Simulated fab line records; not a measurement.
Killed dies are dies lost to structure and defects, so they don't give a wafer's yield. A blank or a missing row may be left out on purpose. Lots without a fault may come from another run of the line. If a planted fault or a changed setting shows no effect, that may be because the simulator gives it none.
A struck lot beside a sound one :: flow gf180mcu :: 25 steps out of a route of 602
Sound: the wafers L108.1, L108.4, L108.5. Struck: wafers L109.2, L109.4, L109.5. Last of all comes the cause.
Order at every step that has rows: each side's tool, ch and its chambers, its first start. Under that, the readings that differ: sound wafers :: struck wafers :: difference of the means :: sigmas: that difference in standard deviations of wafers without a fault.
alike: a reading whose means differ by less than 2 such deviations, as well as words and numbers matching on both sides. not compared: withheld readings; readings where some wafer has no value; bounds like >300 that might hide an equal value; numbers whose values overlap and for which the record gives no deviation.
A row with sigmas, a row that says differs or no value, or rows on one side alone: a step with any of these is where the two part. Numbers that have no deviation but don't overlap get no sigmas and don't part them. Lack of a reading on every wafer of one side parts them only where that side has two or more wafers.

first, 1 step without rows for these wafers: GF_VT_IMPLANT_IMPLANT_08.
GF_VT_IMPLANT_STRIP_09: strips in O2/N2.
  sound on plasma_asher-04 ch 0,1, day 7 15:37; struck on plasma_asher-04 ch 0,1, day 7 22:55
reading: o2_flow_sccm (sccm)
sound: 2988 2987 2991
struck: 3027 2994 3017
difference: +24
sigmas: +3
  alike: chamber_pressure_mTorr, drypump_motor_current_A, heater_power_w, oes_product_au, strip_time_to_endpoint_s
  not compared: rf_hours_counter_h
GF_VT_IMPLANT_TW_MEAS_10:
  sound: film_metro-02 at day 7 15:43; struck: film_metro-01 at day 7 23:01
  alike: VT_IMPLANT_TW
then, 7 steps without rows for these wafers: GF_VT_IMPLANT_DEHYDRATE_11 (time 60 s); GF_VT_IMPLANT_HMDS_12 (prime time 60 s); GF_VT_IMPLANT_COAT_13 (resist thk 1000 nm); GF_VT_IMPLANT_SOFTBAKE_14 (time 60 s); GF_VT_IMPLANT_EXPOSE_15 (exposes mask Nwell LV AREA, target cd 860 nm); GF_VT_IMPLANT_PEB_16; GF_VT_IMPLANT_DEVELOP_17 (develop time 60 s).
GF_VT_IMPLANT_OVL_MEAS_18:
  sound: overlay-01 at day 8 08:19; struck: overlay-01 at day 8 15:38
  alike: VT_IMPLANT_01_OVL
following that, these wafers have no rows for 1 step: GF_VT_IMPLANT_IMPLANT_19.
GF_VT_IMPLANT_STRIP_20: strips in O2/N2.
  sound on plasma_asher-04 ch 0,1, day 8 08:31; struck on plasma_asher-02 ch 1, day 8 15:49
  no value came back on the struck wafers for any of 6 readings (chamber_pressure_mTorr (mTorr), drypump_motor_current_A (A) and others); on the sound wafers chamber_pressure_mTorr (mTorr) reads 1502.2 1501.5 1500.6
reading: model.NOVOLAK_of_VT_IMPLANT_COAT_13.thk_nm (nm)
sound: 0 0 0
struck: 1001 995.2 999.7
difference: +999
sigmas: 
  not compared: rf_hours_counter_h
GF_VT_IMPLANT_TW_MEAS_21:
  sound: film_metro-03 at day 8 08:37; struck: film_metro-03 at day 8 15:55
  alike: VT_IMPLANT_2_TW
then, 7 steps without rows for these wafers: GF_VT_IMPLANT_DEHYDRATE_22 (time 60 s); GF_VT_IMPLANT_HMDS_23 (prime time 60 s); GF_VT_IMPLANT_COAT_24 (resist thk 1000 nm); GF_VT_IMPLANT_SOFTBAKE_25 (time 60 s); GF_VT_IMPLANT_EXPOSE_26 (exposes mask LVPWELL HV AREA, target cd 860 nm); GF_VT_IMPLANT_PEB_27; GF_VT_IMPLANT_DEVELOP_28 (develop time 60 s).
GF_VT_IMPLANT_OVL_MEAS_29:
  sound: overlay-01 at day 9 01:19; struck: overlay-01 at day 9 08:35
  alike: VT_IMPLANT_02_OVL
following that, these wafers have no rows for 1 step: GF_VT_IMPLANT_IMPLANT_30.
GF_VT_IMPLANT_STRIP_31: strips in O2/N2.
  sound on plasma_asher-04 ch 0,1, day 9 01:30; struck on plasma_asher-04 ch 0,1, day 9 08:46
reading: oes_product_au (a.u.)
sound: 0.718 0.705 0.711
struck: 0.725 0.718 0.727
difference: +0.012
sigmas: +3

reading: strip_time_to_endpoint_s (s)
sound: 12.65 12.64 12.65
struck: 27.65 27.55 27.60
difference: +14.95
sigmas: +99 or more
  alike: chamber_pressure_mTorr, drypump_motor_current_A, heater_power_w, o2_flow_sccm
  not compared: rf_hours_counter_h
GF_VT_IMPLANT_TW_MEAS_32:
  sound: film_metro-01 at day 9 01:36; struck: film_metro-03 at day 9 09:06
reading: VT_IMPLANT_3_TW
sound: 268.9 267.3 267.5
struck: 29.7 29.7 29.6
difference: -238.2
sigmas: -99 or more
  not compared: hold

== WHERE THEY PART ==
Earliest at GF_VT_IMPLANT_STRIP_09; latest, in this record, at GF_VT_IMPLANT_TW_MEAS_32.

WHY: what the simulator had put in
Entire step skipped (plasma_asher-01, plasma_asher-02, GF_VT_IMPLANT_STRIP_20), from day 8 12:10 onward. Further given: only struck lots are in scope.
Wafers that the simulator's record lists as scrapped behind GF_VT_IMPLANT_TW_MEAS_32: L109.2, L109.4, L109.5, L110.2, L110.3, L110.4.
